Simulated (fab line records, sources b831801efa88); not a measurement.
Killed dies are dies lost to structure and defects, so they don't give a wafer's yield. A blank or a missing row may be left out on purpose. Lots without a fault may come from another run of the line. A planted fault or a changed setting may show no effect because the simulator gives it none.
A struck lot beside a sound one | flow sky130 | 18 steps out of a route of 708
Sound: wafers L714.1, L714.5, L714.6. Struck: wafers L732.3, L732.4, L732.6. The cause comes at the end.
At each step with rows: each side's tool, then ch and its chambers, then its first start. Under that, the readings that differ: sound wafers | struck wafers | difference of the means | sigmas: that difference in standard deviations of wafers without a fault.
alike: readings whose means differ by less than 2 such deviations, and words and numbers that are the same on both sides. not compared: withheld readings, readings that some wafer has no value for, bounds like >300 that may hide the same value, and numbers for which the record gives no deviation and whose values overlap.
The two part at a step that has a row with sigmas, a row that says differs or no value, or rows on one side only. Numbers that don't overlap but have no deviation are shown without sigmas and don't part them. A reading that every wafer of one side lacks parts them only if that side has two wafers or more.

SKY_POLY_GATE_ETCH_15: etches BARC in N2/H2, stops on SiO2, time 118.5 s, target depth 110 nm.
  sound on rie_diel-04 ch 2,3, day 18 09:09; struck on rie_diel-04 ch 0,3, day 23 19:34
  alike: bias_w, drypump_motor_current_A, n2_flow_sccm, oes_product_au, throttle_valve_pct
  not compared: rf_hours_counter_h
SKY_POLY_GATE_ETCH_16: etches Si3N4 in CH3F/O2, stops on poly-Si, time 147.5 s, target depth 75 nm.
  sound on rie_diel-04 ch 2,3, day 18 09:14; struck on rie_diel-04 ch 0,3, day 23 19:39
  alike: bias_w, drypump_motor_current_A, oes_product_au, throttle_valve_pct
  not compared: rf_hours_counter_h
SKY_POLY_GATE_ETCH_17: etches poly-Si in HBr/Cl2, stops on SiO2, target depth 180 nm, time 70.5 s.
  sound on rie_si-02 ch 0,2,3, day 18 09:20; struck on rie_si-02 ch 0,1,2, day 23 19:45
  alike: bias_w, drypump_motor_current_A, oes_product_au, throttle_valve_pct
  not compared: rf_hours_counter_h
SKY_POLY_GATE_STRIP_18: strips in O2/N2.
  sound on plasma_asher-04 ch 0,1, day 18 09:23; struck on plasma_asher-01 ch 0,1, day 23 19:50
  alike: drypump_motor_current_A, n2_flow_sccm, oes_product_au, strip_time_to_endpoint_s
  not compared: rf_hours_counter_h
then, 2 steps without rows for these wafers: SKY_POLY_GATE_CLEAN_19 (cleans in SC1/SC2, time 150 s); SKY_POLY_GATE_OXIDATION_20 (stabilise 600 s, purge 300 s, target thk 4 nm).
SKY_POLY_GATE_THK_MEAS_21:
  sound on film_metro-01, day 18 11:03; struck on film_metro-02, day 23 21:13
  alike: POLY_GATE_OXIDATION_THK
SKY_POLY_GATE_CD_MEAS_22:
  sound on cd_sem-01, day 18 11:07; struck on cd_sem-02, day 23 21:19
  alike: cd_nm
then, 4 steps without rows for these wafers: SKY_LDD_N_DEHYDRATE_00 (time 60 s); SKY_LDD_N_HMDS_01 (prime time 60 s); SKY_LDD_N_COAT_02 (resist thk 300 nm); SKY_LDD_N_SOFTBAKE_03 (time 60 s).
SKY_LDD_N_EXPOSE_04: exposes mask NTM, target cd 840 nm.
  sound on iline_stepper-02 ch 0, day 19 01:47; struck on iline_stepper-01 ch 0, day 24 12:18
  reading                       | sound                   | struck            | difference | sigmas
  model.LDD_N.overlay_x_nm (nm) | -0.2959 -0.2959 -0.2959 | 70.51 70.51 70.51 | +70.81     |
  alike: mask, exposure_dose_mJ_cm2
then, 2 steps without rows for these wafers: SKY_LDD_N_PEB_05; SKY_LDD_N_DEVELOP_06 (develop time 60 s).
SKY_LDD_N_OVL_MEAS_07:
  sound on overlay-01, day 19 17:11; struck on overlay-02, day 25 03:31
  reading        | sound          | struck         | difference | sigmas
  LDD_N_OVL (nm) | -2.5 -0.1 -1.5 | 68.9 69.3 69.1 | +70.5      | +54
then, 1 step without rows for these wafers: SKY_LDD_N_IMPLANT_08.
-- the record jumps here: 25 days lie between the struck wafers' starts before and after (it left off in module LDD_N and takes up again in module PAD_OPEN, whose first step shown is number 708 of the route) --
SKY_PAD_OPEN_PROBE_99:
  sound on prober-02, day 47 02:25; struck on prober-02, day 50 14:06
  alike: killed_at_M0_to_M3, killed_at_M4_up, killed_at_contacts, killed_at_front_end, killed_at_other, killed_dies, killed_open, killed_short

WHERE THEY PART
Only at SKY_LDD_N_OVL_MEAS_07, within this record. Later steps at which nothing parts them and some readings are alike: SKY_PAD_OPEN_PROBE_99.

WHY: what the simulator had put in
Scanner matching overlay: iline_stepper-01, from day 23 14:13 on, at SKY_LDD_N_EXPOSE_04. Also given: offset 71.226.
